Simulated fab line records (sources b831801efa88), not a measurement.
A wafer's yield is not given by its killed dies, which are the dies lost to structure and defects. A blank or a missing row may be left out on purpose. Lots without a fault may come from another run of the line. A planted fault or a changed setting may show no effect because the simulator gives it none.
A single fault, viewed from 2 desks | flow gf180mcu | numbers are kept per desk, each desk with only its own; the story behind them comes last

== THE METROLOGY DESK ==
Lot by lot, what the gauges showed, no matter which tool ran the lot: averages of those sampled wafers that carry a number. The brackets show how far a lot's mean lies from the usual mean; more than 4 standard deviations puts the lot out of limits, marked OUT.
Columns: A = V2_W_THK at GF_V2_THK_MEAS_25, usual 363 nm; B = cd_nm at GF_M3_CD_MEAS_14, usual 279.7 nm; C = V3_CVD_00_THK at GF_V3_THK_MEAS_01, usual 600 nm
lot  | first seen here | A   | B     | C
L496 | day 20 08:00    | 362 | 279.1 | 600
L497 | day 20 16:50    | 360 | 279.3 | 601
L498 | day 21 04:53    | 370 | 279.2 | 600
L499 | day 21 10:19    | 355 | 279.9 | 604
L503 | day 23 08:42    | 364 | 278.0 | 295 (-54) OUT
L505 | day 23 16:47    | 365 | 277.7 | 293 (-55) OUT
L511 | day 25 14:06    | 364 | 281.2 | 595
L512 | day 25 18:10    | 361 | 280.1 | 598
L514 | day 26 13:38    | 366 | 279.9 | 605
L515 | day 26 20:46    | 363 | 279.6 | 602
L517 | day 27 07:56    | 361 | 278.8 | 604
L518 | day 27 17:20    | 363 | 280.0 | 602
L519 | day 27 23:40    | 367 | 280.2 | 599
This desk finds L503, L505 out of limits, with the earliest case on L503 at day 24 08:35 (V3_CVD_00_THK at GF_V3_THK_MEAS_01). L496, L497, L498, L499, L511, L512, L514, L515, L517, L518, L519 stayed within limits.

== AT THE TOOL OWNER'S DESK: hdpcvd-02 ==
The tool's own readings at GF_V3_CVD_00 (deposits SiO2, target thk 600 nm, time 100 s): means of the sampled wafers that have a number, for each lot that ran on this tool. The brackets show how far a lot's mean lies from the usual mean; more than 4 standard deviations puts the lot out of limits, marked OUT.
Columns: A = pressure_mtorr at GF_V3_CVD_00, usual 6.001 mTorr; B = sih4_flow_sccm at GF_V3_CVD_00, usual 59.97 sccm
lot  | first seen here | A     | B
L496 | day 21 09:47    | 6.018 | 59.94
L497 | day 21 18:31    | 5.996 | 60.02
L498 | day 22 05:35    | 6.000 | 60.20
L499 | day 22 12:25    | 6.005 | 59.86
L503 | day 24 08:31    | 6.002 | 29.93 (-99 or more) OUT
L505 | day 24 16:20    | 6.001 | 30.03 (-99 or more) OUT
L519 | day 28 20:22    | 5.998 | 60.02
This desk's verdict: out of limits on L503, L505, starting with L503 at day 24 08:31 (sih4_flow_sccm at GF_V3_CVD_00). L496, L497, L498, L499, L519 stayed within limits.

== PUT TOGETHER ==
At day 24 08:31, on L503, L505, the tool owner's desk was in a position to raise an alarm.
An alarm was possible from the metrology desk at day 24 08:35, on L503, L505.
On hdpcvd-02, each named lot ran GF_V3_CVD_00.

== WHAT THE SIMULATOR HAD PUT IN ==
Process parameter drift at GF_V3_CVD_00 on hdpcvd-02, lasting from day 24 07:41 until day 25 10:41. The setting sih4_flow_sccm was moved by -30, starting from 60. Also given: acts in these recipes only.
Lots struck among those shown: L503, L505.
Delay (hours) between the fault's onset and each desk's first out-of-limits reading: 1 at the tool owner's desk, 1 at the metrology desk.
